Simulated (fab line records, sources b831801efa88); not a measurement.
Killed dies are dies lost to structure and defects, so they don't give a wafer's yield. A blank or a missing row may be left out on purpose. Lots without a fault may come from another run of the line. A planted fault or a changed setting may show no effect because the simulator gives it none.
fab line records | flow sky130
record lots=13 wafers=39 last_day=50
route steps=708 shown LI_CONTACT@386 LOCAL_INTERCONNECT@389 CONTACT@410 PAD_OPEN@708
lots that met no fault: from a run of the same line without faults
start_h: hours from the record's first day to the start of the lot's first wafer shown | wait_h: hours since the lot's step before | " the same as in the row above | L1.1+2: a row that stands for several wafers | - no value, or no start given | * or withheld: withheld | < > ~ a bound
route shown NAME@n: a module of which the file shows steps, and the number in the route of the first | usual: mean/standard deviation of fault-free wafers | same: alike in all rows | chamber/n: place in a boat | sites: the reading at each site | _std_site: their standard deviation | _edge_site: outer sites' mean less inner sites' | radius_mm: how far each site lies from the wafer's centre | mask NAME#n: copy n | behind: the tool/chamber that last shaped the wafer | hold: why the lot was held/for how many hours/how that ended | device: the transistor (n, p or np) that didn't switch | end of line: the same wafers' tests at the end of the route | a step without rows: its recipe alone | killed: dies lost to structure and defects at the first sort, not the wafer's yield | map: a wafer's dies, x killed, . not, _ none there
set.NAME: the setting as run; set.NAME@STEP: as run at that earlier step | model.NAME: the simulator's own value behind a step, which no gauge read
steps of the route over a sample of lots; a table a step, a row a wafer
services: from which hour (start_h, from the record's first day; less than 0 if before it) a tool's chamber was out of use, for how many hours, and why
## steps
# step SKY_LI_CONTACT_CMP_24
# recipe stop_on=PSG t_overpolish_s=20 down_force_psi=3.5 platen_rpm=60 target_thk_nm=0 pad_velocity_m_s=0.94248
# usual head_pressure_psi=3.500/0.007 motor_current_A=10.9/0.89 overpolish_run_s=20.001/0.0085 time_to_endpoint_s=98/3.3
# columns lot.wafer tool chamber start_h wait_h head_pressure_psi motor_current_A overpolish_run_s time_to_endpoint_s
L296.1 cmp-02 1 680.53 0.1 3.507 12.5 20.004 100
L296.2 " 0 " " 3.490 10.5 20.002 98
L296.6 " 2 " " 3.487 11.0 19.996 93
L297.2 cmp-02 3 722.98 0.1 3.496 10.5 19.993 98
L297.3 " 0 " " 3.495 11.0 20.004 103
L297.5 " 1 " " 3.489 12.8 19.988 100
L300.4 cmp-01 0 723.23 0.0 3.499 10.1 20.008 102
L300.3 " 1 " " 3.493 12.7 19.990 96
L300.2 " 3 " " 3.503 9.8 20.007 97
L301.2 cmp-02 3 728.76 0.0 3.511 10.4 20.008 95
L301.4 " 0 " " 3.502 11.3 20.005 99
L301.1 " 1 " " 3.504 12.2 20.002 100
L304.1 cmp-02 1 745.19 0.1 3.505 12.0 20.006 103
L304.4 " 2 " " 3.517 10.7 19.997 99
L304.5 " 0 " " 3.496 11.0 19.999 103
L308.1 cmp-01 3 787.45 0.1 3.501 10.0 20.007 95
L308.3 " 1 " " 3.497 12.3 20.003 98
L308.2 " 2 " " 3.488 10.8 19.995 97
L309.4 cmp-02 2 788.84 0.0 3.501 10.6 20.008 95
L309.6 " 2 " " 3.500 11.2 20.003 97
L309.5 " 3 " " 3.501 10.8 19.989 102
L313.1 cmp-02 3 825.69 0.1 3.497 10.8 20.001 93
L313.6 " 2 " " 3.500 10.7 20.001 92
L313.5 " 3 " " 3.494 10.6 19.991 95
L314.2 cmp-02 0 831.41 0.0 3.485 11.9 19.999 97
L314.1 " 1 " " 3.486 12.7 20.006 97
L314.4 " 3 " " 3.499 10.2 19.999 95
L316.2 cmp-01 3 837.43 0.0 3.505 9.9 19.980 96
L316.6 " 3 " " 3.502 9.8 20.002 98
L316.5 " 0 " " 3.501 9.7 20.002 101
L315.3 cmp-01 1 840.81 0.1 3.492 11.9 19.991 101
L315.6 " 0 " " 3.501 10.0 20.000 101
L315.5 " 1 " " 3.488 12.0 19.998 101
L317.1 cmp-01 1 845.33 0.1 3.506 11.7 19.998 102
L317.2 " 0 " " 3.487 9.9 20.011 100
L317.5 " 1 " " 3.504 12.2 20.002 101
L318.2 cmp-02 3 851.30 0.1 3.508 10.0 19.996 94
L318.3 " 0 " " 3.514 11.5 20.002 96
L318.5 " 3 " " 3.506 10.4 19.984 94
# step SKY_LOCAL_INTERCONNECT_THK_MEAS_02
# recipe thk_meas_gauge=xrf reads=TiN_of_LOCAL_INTERCONNECT_SPUTTER_00
# usual LOCAL_INTERCONNECT_TIN_THK=100.9/0.87
# columns lot.wafer tool chamber start_h wait_h LOCAL_INTERCONNECT_TIN_THK[nm]
L296.1 film_metro-02 - 681.01 0.1 100.1
L296.2 " - " " 100.6
L296.6 " - " " 99.6
L297.2 film_metro-04 - 723.37 0.1 101.1
L297.3 " - " " 101.2
L297.5 " - " " 100.9
L300.2 film_metro-01 - 723.72 0.1 101.4
L300.3 " - " " 101.1
L300.4 " - " " 101.1
L301.1 film_metro-01 - 729.24 0.1 100.1
L301.2 " - " " 100.3
L301.4 " - " " 100.5
L304.1 film_metro-04 - 745.58 0.1 101.0
L304.4 " - " " 99.9
L304.5 " - " " 100.6
L308.1 film_metro-02 - 787.93 0.1 100.2
L308.2 " - " " 99.9
L308.3 " - " " 99.8
L309.4 film_metro-01 - 789.35 0.1 102.7
L309.5 " - " " 102.8
L309.6 " - " " 103.0
L313.1 film_metro-04 - 826.13 0.1 101.9
L313.5 " - " " 101.7
L313.6 " - " " 101.1
L314.1 film_metro-01 - 831.89 0.1 100.7
L314.2 " - " " 101.3
L314.4 " - " " 101.5
L316.2 film_metro-01 - 837.92 0.1 101.4
L316.5 " - " " 100.7
L316.6 " - " " 100.6
L315.3 film_metro-01 - 841.26 0.1 103.0
L315.5 " - " " 101.0
L315.6 " - " " 102.9
L317.1 film_metro-04 - 845.82 0.1 101.7
L317.2 " - " " 101.2
L317.5 " - " " 100.9
L318.2 film_metro-04 - 851.75 0.1 101.5
L318.3 " - " " 101.6
L318.5 " - " " 101.1
# step SKY_LOCAL_INTERCONNECT_OVL_MEAS_12
# usual LOCAL_INTERCONNECT_OVL=-3/5.8
# columns lot.wafer tool chamber start_h wait_h LOCAL_INTERCONNECT_OVL[nm]
L296.1 overlay-02 - 708.96 0.1 -2
L296.2 " - " " -9
L296.6 " - " " 2
L297.2 overlay-01 - 751.08 0.1 0
L297.3 " - " " 10
L297.5 " - " " 10
L300.2 overlay-01 - 751.20 0.1 -7
L300.3 " - " " -7
L300.4 " - " " -5
L301.1 overlay-02 - 756.41 0.1 -5
L301.2 " - " " -5
L301.4 " - " " -4
L304.1 overlay-01 - 772.26 0.1 -7
L304.4 " - " " -3
L304.5 " - " " -2
L308.1 overlay-02 - 814.16 0.1 -4
L308.2 " - " " 2
L308.3 " - " " -1
L309.4 overlay-02 - 815.35 0.1 -1
L309.5 " - " " -8
L309.6 " - " " 1
L313.1 overlay-01 - 852.56 0.1 -5
L313.5 " - " " 2
L313.6 " - " " 2
L314.1 overlay-02 - 858.07 0.1 -4
L314.2 " - " " -12
L314.4 " - " " 1
L316.2 overlay-02 - 864.26 0.1 4
L316.5 " - " " -9
L316.6 " - " " -4
L315.3 overlay-01 - 866.99 0.1 -2
L315.5 " - " " 3
L315.6 " - " " 9
L317.1 overlay-02 - 871.43 0.1 -7
L317.2 " - " " -3
L317.5 " - " " -1
L318.2 overlay-01 - 876.78 0.1 -12
L318.3 " - " " -9
L318.5 " - " " -11
# step SKY_CONTACT_CMP_04
# recipe material=SiO2 down_force_psi=4 platen_rpm=60 pad_velocity_m_s=0.94248
# usual head_pressure_psi=3.999/0.0094 motor_current_A=11.9/1 time_to_endpoint_s=85/3.5
# columns lot.wafer tool chamber start_h wait_h head_pressure_psi motor_current_A time_to_endpoint_s
L296.2 cmp-02 2 709.93 0.0 4.003 11.6 85
L296.1 " 3 " " 4.000 11.7 90
L296.6 " 3 " " 3.999 10.7 90
L300.3 cmp-01 0 752.16 0.0 4.001 10.7 87
L300.2 " 1 " " 4.009 13.8 84
L300.4 " 2 " " 3.989 11.1 86
L297.3 cmp-02 2 752.26 0.1 3.997 11.7 83
L297.2 " 3 " " 3.994 11.3 88
L297.5 " 1 " " 3.992 13.2 87
L301.2 cmp-01 1 757.37 0.0 4.003 13.8 83
L301.1 " 2 " " 3.994 10.9 86
L301.4 " 0 " " 3.992 10.9 86
L304.4 cmp-01 3 773.39 0.1 4.007 10.7 82
L304.1 " 1 " " 3.062 11.2 106
L304.5 " 3 " " 3.996 10.8 85
L308.2 cmp-02 2 815.13 0.0 3.990 11.4 80
L308.1 " 3 " " 4.005 11.4 76
L308.3 " 1 " " 3.996 14.0 83
L309.4 cmp-02 1 816.56 0.2 4.004 13.2 81
L309.6 " 2 " " 3.997 12.3 82
L309.5 " 3 " " 4.010 11.8 83
L313.1 cmp-02 2 854.05 0.2 3.999 11.2 80
L313.5 " 3 " " 4.009 11.7 85
L313.6 " 0 " " 3.996 12.4 85
L314.4 cmp-01 1 859.16 0.1 4.008 13.7 82
L314.2 " 3 " " 4.017 11.6 79
L314.1 " 0 " " 4.004 10.8 85
L316.2 cmp-02 2 865.49 0.3 4.008 11.6 87
L316.6 " 0 " " 4.008 12.3 86
L316.5 " 1 " " 3.991 14.3 91
L315.3 cmp-02 1 867.95 0.0 3.997 13.3 88
L315.6 " 1 " " 4.005 13.3 87
L315.5 " 2 " " 4.009 12.1 83
L317.2 cmp-01 3 872.71 0.3 3.983 11.3 90
L317.1 " 0 " " 4.009 11.0 92
L317.5 " 2 " " 3.999 11.2 93
L318.2 cmp-01 2 877.79 0.1 3.990 11.6 88
L318.3 " 0 " " 4.003 10.8 88
L318.5 " 1 " " 3.999 13.6 87
# step SKY_PAD_OPEN_PROBE_99
# usual killed_at_M0_to_M3=43/7.2 killed_at_M4_up=3.3/1.8 killed_at_contacts=23/5.5 killed_at_front_end=16/5.1 killed_at_other=0.4/0.65 killed_dies=85/10 killed_open=46/7.1 killed_short=38/7.2
# same gross_dies=492 killed_at_back_side=0
# columns lot.wafer tool chamber start_h wait_h killed_at_M0_to_M3 killed_at_M4_up killed_at_contacts killed_at_front_end killed_at_other killed_dies killed_open killed_short
L296.1 prober-01 - 1076.48 0.1 46 2 21 19 0 88 42 46
L296.2 prober-01 - 1076.53 0.1 43 7 23 19 0 92 51 40
L296.6 prober-01 - 1076.73 0.2 30 8 18 21 0 77 34 40
L297.2 prober-02 - 1108.16 0.1 48 8 41 17 0 114 59 55
L297.3 prober-02 - 1108.21 0.2 35 4 28 13 0 80 45 35
L297.5 prober-02 - 1108.31 0.2 36 4 24 15 0 79 45 34
L300.2 prober-01 - 1109.77 0.1 33 4 17 10 0 64 28 36
L300.3 prober-01 - 1109.82 0.2 50 3 16 13 1 83 46 36
L300.4 prober-01 - 1109.87 0.2 51 4 26 21 0 102 48 54
L301.1 prober-01 - 1111.57 0.1 41 1 20 20 0 82 43 38
L301.2 prober-01 - 1111.62 0.1 56 2 23 19 0 100 52 48
L301.4 prober-01 - 1111.72 0.2 43 2 25 31 0 101 66 34
L304.1 prober-02 - 1122.98 0.1 41 3 26 24 2 96 49 46
L304.4 prober-02 - 1123.13 0.2 31 7 22 26 1 87 50 34
L304.5 prober-02 - 1123.18 0.2 43 2 22 22 0 89 42 44
L308.1 prober-02 - 1153.73 0.1 39 5 25 11 2 82 38 41
L308.2 prober-02 - 1153.78 0.1 41 4 23 12 2 82 50 30
L308.3 prober-02 - 1153.83 0.2 35 6 33 15 1 90 40 49
L309.4 prober-01 - 1155.94 0.2 44 1 38 11 1 95 54 41
L309.5 prober-01 - 1155.99 0.2 44 3 24 16 1 88 47 41
L309.6 prober-01 - 1156.04 0.2 48 3 19 18 0 88 50 38
L313.1 prober-01 - 1179.57 0.1 44 2 16 17 1 80 42 38
L313.5 prober-01 - 1179.77 0.2 41 2 21 14 0 78 42 36
L313.6 prober-01 - 1179.82 0.2 50 4 14 10 0 78 35 43
L314.1 prober-02 - 1183.05 0.1 51 1 23 14 0 89 56 33
L314.2 prober-02 - 1183.10 0.1 41 6 19 19 0 85 51 33
L314.4 prober-02 - 1183.20 0.2 43 3 15 11 0 72 35 35
L316.2 prober-01 - 1187.50 0.1 34 3 21 14 0 72 38 34
L316.5 prober-01 - 1187.65 0.2 39 5 22 15 0 81 52 29
L316.6 prober-01 - 1187.70 0.2 49 2 17 14 0 82 39 41
L315.3 prober-02 - 1189.45 0.2 34 4 33 22 0 93 53 39
L315.5 prober-02 - 1189.55 0.2 62 4 25 19 0 110 64 44
L315.6 prober-02 - 1189.60 0.2 49 3 34 16 0 102 70 32
L317.1 prober-01 - 1191.76 0.1 51 2 29 13 0 95 59 36
L317.2 prober-01 - 1191.81 0.1 36 3 22 23 1 85 51 33
L317.5 prober-01 - 1191.96 0.2 54 4 26 16 0 100 45 55
L318.2 prober-02 - 1193.18 0.1 42 1 32 19 1 95 56 38
L318.3 prober-02 - 1193.23 0.2 42 1 20 18 0 81 48 33
L318.5 prober-02 - 1193.33 0.2 33 6 21 17 0 77 37 40
# killed by level:class
L296.1 VIA2:geometric_particle:open=7 VIA1:geometric_particle:open=7 CONTACT:geometric_particle:open=6 VIA3:geometric_particle:short=6 METAL2:geometric_particle:short=5 VIA3:geometric_particle:open=5 FIELD_ISO:geometric_particle:open=4 LI_CONTACT:geometric_particle:open=4
L296.2 VIA2:geometric_particle:open=10 VIA1:geometric_particle:open=8 FIELD_ISO:geometric_particle:short=7 LOCAL_INTERCONNECT:geometric_particle:short=6 VIA3:geometric_particle:open=6 CONTACT:geometric_particle:open=5 LI_CONTACT:geometric_particle:open=5 METAL2:geometric_particle:short=5
L296.6 FIELD_ISO:geometric_particle:short=9 VIA1:geometric_particle:open=7 CONTACT:geometric_particle:open=6 FIELD_ISO:geometric_particle:open=5 LI_CONTACT:geometric_particle:open=4 METAL4:geometric_particle:short=4 CONTACT:geometric_particle:short=4 METAL1:geometric_particle:short=4
L297.2 CONTACT:geometric_particle:open=14 LI_CONTACT:geometric_particle:open=12 CONTACT:geometric_particle:short=10 METAL1:geometric_particle:short=9 VIA1:geometric_particle:open=8 VIA2:geometric_particle:open=7 METAL2:geometric_particle:short=6 METAL4:geometric_particle:short=6
L297.3 CONTACT:geometric_particle:open=12 VIA1:geometric_particle:open=10 POLY_GATE:geometric_particle:short=6 LI_CONTACT:geometric_particle:open=6 VIA3:geometric_particle:open=6 VIA2:geometric_particle:open=5 LOCAL_INTERCONNECT:geometric_particle:short=4 CONTACT:geometric_particle:short=4
L297.5 CONTACT:geometric_particle:open=9 LI_CONTACT:geometric_particle:open=8 VIA2:geometric_particle:open=6 METAL2:geometric_particle:short=5 VIA3:geometric_particle:open=5 FIELD_ISO:geometric_particle:short=4 FIELD_ISO:geometric_particle:open=4 METAL1:geometric_particle:short=4
L300.2 CONTACT:geometric_particle:open=7 VIA3:geometric_particle:short=7 VIA1:geometric_particle:short=6 LI_CONTACT:geometric_particle:open=6 METAL1:geometric_particle:short=6 SPACER:geometric_particle:short=4 VIA3:geometric_particle:open=4 METAL4:geometric_particle:short=4
L300.3 VIA1:geometric_particle:open=11 METAL1:geometric_particle:short=9 VIA2:geometric_particle:open=7 CONTACT:geometric_particle:open=6 POLY_GATE:geometric_particle:open=5 VIA3:geometric_particle:open=5 LI_CONTACT:geometric_particle:open=4 VIA3:geometric_particle:short=4
L300.4 METAL2:geometric_particle:short=11 CONTACT:geometric_particle:open=9 POLY_GATE:geometric_particle:short=8 VIA1:geometric_particle:open=8 LI_CONTACT:geometric_particle:open=7 VIA3:geometric_particle:open=7 FIELD_ISO:geometric_particle:short=5 METAL1:geometric_particle:short=5
L301.1 VIA1:geometric_particle:open=10 CONTACT:geometric_particle:open=7 VIA1:geometric_particle:short=7 FIELD_ISO:geometric_particle:open=5 POLY_GATE:geometric_particle:short=5 LI_CONTACT:geometric_particle:open=5 LOCAL_INTERCONNECT:geometric_particle:short=5 VIA3:geometric_particle:open=5
L301.2 VIA1:geometric_particle:open=10 METAL2:geometric_particle:short=10 CONTACT:geometric_particle:open=9 VIA3:geometric_particle:open=9 VIA2:geometric_particle:short=8 LOCAL_INTERCONNECT:geometric_particle:short=6 VIA2:geometric_particle:open=6 LI_CONTACT:geometric_particle:open=5
L301.4 VIA1:geometric_particle:open=11 VIA2:geometric_particle:open=10 CONTACT:geometric_particle:open=10 FIELD_ISO:geometric_particle:open=9 VIA3:geometric_particle:open=9 FIELD_ISO:geometric_particle:short=7 LI_CONTACT:geometric_particle:open=6 POLY_GATE:geometric_particle:open=6
L304.1 LI_CONTACT:geometric_particle:open=11 VIA1:geometric_particle:open=10 METAL1:geometric_particle:short=7 VIA3:geometric_particle:open=6 CONTACT:geometric_particle:open=6 POLY_GATE:geometric_particle:open=5 LOCAL_INTERCONNECT:geometric_particle:short=5 POLY_GATE:geometric_particle:short=4
L304.4 CONTACT:geometric_particle:open=11 FIELD_ISO:geometric_particle:short=9 VIA3:geometric_particle:open=9 LI_CONTACT:geometric_particle:open=7 VIA1:geometric_particle:open=6 FIELD_ISO:geometric_particle:open=5 METAL2:geometric_particle:short=5 VIA2:geometric_particle:short=4
L304.5 LI_CONTACT:geometric_particle:open=8 VIA1:geometric_particle:open=8 METAL2:geometric_particle:short=7 VIA2:geometric_particle:open=7 FIELD_ISO:geometric_particle:short=6 POLY_GATE:geometric_particle:short=5 LOCAL_INTERCONNECT:geometric_particle:short=5 FIELD_ISO:geometric_particle:open=4
L308.1 VIA1:geometric_particle:open=11 METAL1:geometric_particle:short=8 CONTACT:geometric_particle:short=7 CONTACT:geometric_particle:open=7 VIA3:geometric_particle:open=7 LI_CONTACT:geometric_particle:open=5 LOCAL_INTERCONNECT:geometric_particle:short=4 VIA2:geometric_particle:open=4
L308.2 VIA1:geometric_particle:open=11 VIA2:geometric_particle:open=9 CONTACT:geometric_particle:open=8 CONTACT:geometric_particle:short=7 LI_CONTACT:geometric_particle:open=5 METAL1:geometric_particle:short=5 METAL2:geometric_particle:short=5 FIELD_ISO:geometric_particle:open=4
L308.3 VIA2:geometric_particle:open=10 CONTACT:geometric_particle:open=9 CONTACT:geometric_particle:short=8 LI_CONTACT:geometric_particle:open=7 LOCAL_INTERCONNECT:geometric_particle:short=6 METAL4:geometric_particle:short=5 POLY_GATE:geometric_particle:short=4 VIA1:geometric_particle:open=4
L309.4 CONTACT:geometric_particle:open=17 VIA1:geometric_particle:open=11 LI_CONTACT:geometric_particle:open=9 VIA3:geometric_particle:open=7 FIELD_ISO:geometric_particle:short=5 LOCAL_INTERCONNECT:geometric_particle:short=5 VIA2:geometric_particle:open=5 CONTACT:geometric_particle:short=4
L309.5 CONTACT:geometric_particle:open=12 VIA1:geometric_particle:open=8 VIA3:geometric_particle:open=8 VIA1:geometric_particle:short=6 LI_CONTACT:geometric_particle:open=6 METAL2:geometric_particle:short=6 POLY_GATE:geometric_particle:short=5 VIA2:geometric_particle:open=5
L309.6 VIA1:geometric_particle:open=17 METAL1:geometric_particle:short=7 METAL2:geometric_particle:short=7 VIA3:geometric_particle:open=7 CONTACT:geometric_particle:open=6 LI_CONTACT:geometric_particle:open=5 VIA1:geometric_particle:short=5 LOCAL_INTERCONNECT:geometric_particle:open=4
L313.1 VIA1:geometric_particle:open=11 CONTACT:geometric_particle:open=8 VIA3:geometric_particle:open=6 VIA1:geometric_particle:short=6 VIA2:geometric_particle:open=5 METAL2:geometric_particle:short=5 FIELD_ISO:geometric_particle:open=4 FIELD_ISO:geometric_particle:short=4
L313.5 VIA3:geometric_particle:open=11 VIA1:geometric_particle:open=9 POLY_GATE:geometric_particle:short=5 LOCAL_INTERCONNECT:geometric_particle:short=5 CONTACT:geometric_particle:short=5 METAL1:geometric_particle:short=5 VIA1:geometric_particle:short=5 FIELD_ISO:geometric_particle:short=4
L313.6 VIA1:geometric_particle:open=8 VIA3:geometric_particle:open=7 VIA1:geometric_particle:short=7 LI_CONTACT:geometric_particle:open=6 VIA2:geometric_particle:short=6 METAL1:geometric_particle:short=5 VIA3:geometric_particle:short=5 FIELD_ISO:geometric_particle:short=4
L314.1 VIA1:geometric_particle:open=13 CONTACT:geometric_particle:open=11 VIA3:geometric_particle:open=11 LI_CONTACT:geometric_particle:open=6 METAL1:geometric_particle:short=6 VIA2:geometric_particle:open=6 METAL2:geometric_particle:short=5 VIA2:geometric_particle:short=4
L314.2 VIA1:geometric_particle:open=11 CONTACT:geometric_particle:open=8 VIA3:geometric_particle:open=7 LI_CONTACT:geometric_particle:open=6 FIELD_ISO:geometric_particle:open=5 METAL4:geometric_particle:short=5 METAL3:geometric_particle:short=5 SPACER:geometric_particle:short=4
L314.4 VIA2:geometric_particle:open=10 METAL2:geometric_particle:short=8 VIA1:geometric_particle:open=7 CONTACT:geometric_particle:open=6 FIELD_ISO:geometric_particle:open=4 LOCAL_INTERCONNECT:geometric_particle:short=4 METAL1:geometric_particle:short=4 POLY_GATE:geometric_particle:short=3
L316.2 VIA1:geometric_particle:open=10 POLY_GATE:geometric_particle:short=7 LI_CONTACT:geometric_particle:open=7 CONTACT:geometric_particle:open=6 VIA1:geometric_particle:short=5 LOCAL_INTERCONNECT:geometric_particle:short=4 CONTACT:geometric_particle:short=4 VIA2:geometric_particle:short=4
L316.5 VIA1:geometric_particle:open=14 METAL2:geometric_particle:short=7 POLY_GATE:geometric_particle:open=6 CONTACT:geometric_particle:open=6 VIA3:geometric_particle:open=6 LI_CONTACT:geometric_particle:open=5 CONTACT:geometric_particle:short=4 FIELD_ISO:geometric_particle:open=3
L316.6 VIA1:geometric_particle:open=13 METAL1:geometric_particle:short=8 VIA1:geometric_particle:short=6 VIA3:geometric_particle:open=6 VIA2:geometric_particle:open=5 CONTACT:geometric_particle:open=5 FIELD_ISO:geometric_particle:short=4 LI_CONTACT:geometric_particle:open=4
L315.3 LI_CONTACT:geometric_particle:open=10 CONTACT:geometric_particle:open=10 FIELD_ISO:geometric_particle:open=8 VIA2:geometric_particle:open=8 LOCAL_INTERCONNECT:geometric_particle:short=6 CONTACT:geometric_particle:short=6 POLY_GATE:geometric_particle:open=5 METAL1:geometric_particle:short=5
L315.5 VIA1:geometric_particle:open=18 VIA3:geometric_particle:open=11 LI_CONTACT:geometric_particle:open=9 CONTACT:geometric_particle:open=9 POLY_GATE:geometric_particle:short=7 METAL2:geometric_particle:short=6 METAL1:geometric_particle:short=5 LOCAL_INTERCONNECT:geometric_particle:short=4
L315.6 VIA1:geometric_particle:open=15 CONTACT:geometric_particle:open=14 LI_CONTACT:geometric_particle:open=12 FIELD_ISO:geometric_particle:open=8 METAL1:geometric_particle:short=8 VIA3:geometric_particle:open=5 VIA2:geometric_particle:open=5 LI_CONTACT:geometric_particle:short=4
L317.1 VIA1:geometric_particle:open=16 CONTACT:geometric_particle:open=11 LI_CONTACT:geometric_particle:open=9 VIA3:geometric_particle:open=7 VIA2:geometric_particle:open=5 METAL2:geometric_particle:short=5 FIELD_ISO:geometric_particle:open=4 POLY_GATE:geometric_particle:open=4
L317.2 VIA1:geometric_particle:open=10 VIA2:geometric_particle:open=9 POLY_GATE:geometric_particle:open=8 CONTACT:geometric_particle:open=7 LI_CONTACT:geometric_particle:open=6 FIELD_ISO:geometric_particle:short=5 VIA3:geometric_particle:open=5 POLY_GATE:geometric_particle:short=4
L317.5 METAL1:geometric_particle:short=13 VIA1:geometric_particle:open=12 CONTACT:geometric_particle:open=7 LOCAL_INTERCONNECT:geometric_particle:short=6 METAL2:geometric_particle:short=6 LI_CONTACT:geometric_particle:short=5 VIA3:geometric_particle:open=5 POLY_GATE:geometric_particle:short=4
L318.2 CONTACT:geometric_particle:open=12 LI_CONTACT:geometric_particle:open=9 VIA1:geometric_particle:open=9 VIA3:geometric_particle:open=8 METAL1:geometric_particle:short=6 VIA1:geometric_particle:short=5 VIA2:geometric_particle:open=5 FIELD_ISO:geometric_particle:short=4
L318.3 VIA3:geometric_particle:open=9 VIA1:geometric_particle:open=8 FIELD_ISO:geometric_particle:open=6 LOCAL_INTERCONNECT:geometric_particle:short=5 CONTACT:geometric_particle:open=5 VIA2:geometric_particle:open=5 POLY_GATE:geometric_particle:open=4 LI_CONTACT:geometric_particle:open=4
L318.5 CONTACT:geometric_particle:open=11 VIA1:geometric_particle:open=7 VIA2:geometric_particle:open=7 METAL1:geometric_particle:short=6 FIELD_ISO:geometric_particle:open=5 METAL4:geometric_particle:short=5 FIELD_ISO:geometric_particle:short=4 LOCAL_INTERCONNECT:geometric_particle:short=4
## services
# columns tool chamber start_h hours kind
cmp-01 - 669.34 0.3 repair
cmp-01 - 684.36 3.7 repair
cmp-01 - 685.06 0.5 repair
cmp-01 - 690.83 2.6 repair
cmp-02 - 690.84 1.6 repair
cmp-01 - 694.98 0.8 repair
cmp-01 - 695.74 1.3 repair
cmp-01 - 744.00 4.0 pm
cmp-01 - 748.00 - consumable_replace:conditioner
cmp-01 - 748.00 - consumable_replace:pad
cmp-01 - 765.48 1.9 repair
cmp-01 - 799.31 5.4 pm
## key
first_sign step=SKY_CONTACT_CMP_04 reading=head_pressure_psi direction=down sigmas=99+ usual=3.999 struck=3.062
effect step=SKY_CONTACT_CMP_04 reading=time_to_endpoint_s direction=up sigmas=5.8 usual=* struck=*
met_at SKY_CONTACT_CMP_04
struck_lots L304
struck_wafers L304.1
tester_left_out L304
not_acting_at SKY_LI_CONTACT_CMP_24,SKY_LOCAL_INTERCONNECT_THK_MEAS_02,SKY_LOCAL_INTERCONNECT_OVL_MEAS_12
onset_between 757.37 773.39
fault kind=process_parameter_drift tool=cmp-01 chamber=1 onset_h=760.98 steps=SKY_CONTACT_CMP_04 channel=down_force_psi offset=-0.92959 shape=step end_h=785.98 acts_in=these_recipes_only stated=4
# tester_left_out: of these lots the tester's yield and bins aren't shown, on N5 and GAA mostly nor the transistor test; their killed dies are dies lost to structure and defects alone, not to doping, threshold or leakage, so they don't give the yield
